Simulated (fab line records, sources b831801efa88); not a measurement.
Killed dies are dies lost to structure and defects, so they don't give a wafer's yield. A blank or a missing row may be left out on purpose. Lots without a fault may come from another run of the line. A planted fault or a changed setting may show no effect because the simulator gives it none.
One fault seen from 2 desks | flow sky130 | each desk has only its own numbers; what lay behind them comes last

THE TOOL OWNER'S DESK: litho_track-02
The tool's own readings at SKY_LDD_P_DEVELOP_06 (develop time 60 s): means of the sampled wafers that have a number, for each lot that ran on this tool. A lot is out of limits, marked OUT, if its mean lies more than 4 standard deviations from the usual mean; the brackets give that distance.
Columns: A = exhaust_pa at SKY_LDD_P_DEVELOP_06, usual 45.1 Pa
lot  | first seen here | A
L186 | day 18 18:56    | 44.6
L187 | day 19 07:47    | 46.1
L188 | day 20 00:02    | 46.0
L193 | day 21 17:59    | 46.0
L195 | day 22 13:47    | 44.4
L196 | day 23 05:27    | 44.6
L206 | day 26 11:45    | 45.0
L207 | day 26 13:48    | 45.4
This desk's finding: nothing out of limits on any of the 8 lots.

THE METROLOGY DESK
What the gauges read, lot by lot, whatever tool the lot ran on: means of the sampled wafers that have a number. A lot is out of limits, marked OUT, if its mean lies more than 4 standard deviations from the usual mean; the brackets give that distance.
Columns: A = SONOS_ONO_CVD_04_THK at SKY_SONOS_ONO_THK_MEAS_05, usual 5.70 nm; B = POLY_GATE_TW at SKY_RES_PROTECT_TW_MEAS_08, usual 4027; C = POLY_GATE_CVD_03_THK at SKY_POLY_GATE_THK_MEAS_04, usual 74.9 nm; D = cd_nm at SKY_LDD_P_CD_MEAS_07, usual 379.4 nm
lot  | first seen here | A    | B    | C    | D
L186 | day 11 13:58    | 5.59 | 3982 | 76.9 | 379.8
L187 | day 11 23:13    | 5.74 | 4070 | 74.1 | 379.7
L188 | day 12 10:25    | 5.65 | 3988 | 74.3 | 378.7
L189 | day 12 20:46    | 5.67 | 4077 | 74.6 | 378.5
L191 | day 13 15:17    | 5.76 | 4001 | 75.1 | 383.2
L192 | day 13 16:52    | 5.69 | 4017 | 74.8 | 379.2
L193 | day 13 22:44    | 5.80 | 3979 | 74.2 | 380.5
L195 | day 14 16:40    | 5.82 | 3999 | 75.3 | 392.0 (+5.1) OUT
L196 | day 15 06:03    | 5.78 | 4011 | 73.6 | 393.0 (+5.5) OUT
L206 | day 18 12:53    | 5.69 | 4090 | 74.2 | 380.3
L207 | day 18 15:21    | 5.68 | 4018 | 75.4 | 377.4
L208 | day 18 20:09    | 5.67 | 3987 | 75.3 | 379.1
L209 | day 19 09:13    | 5.68 | 4073 | 75.6 | 379.1
This desk's finding: out of limits on L195, L196; first on L195, day 22 13:55 (cd_nm at SKY_LDD_P_CD_MEAS_07). In limits: L186, L187, L188, L189, L191, L192, L193, L206, L207, L208, L209.

PUT TOGETHER
The metrology desk could have raised an alarm at day 22 13:55, on L195, L196.
The tool owner's desk saw nothing out of limits.
The tool owner's desk has L195, L196 on record, within its limits.
Of the lots named, all ran SKY_LDD_P_DEVELOP_06 on litho_track-02.

WHAT THE SIMULATOR HAD PUT IN
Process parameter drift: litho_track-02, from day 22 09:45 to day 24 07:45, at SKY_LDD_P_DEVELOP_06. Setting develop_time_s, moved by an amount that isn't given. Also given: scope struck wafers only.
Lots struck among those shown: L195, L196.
Hours from the fault's start to each desk's first reading out of limits: the metrology desk, 4.
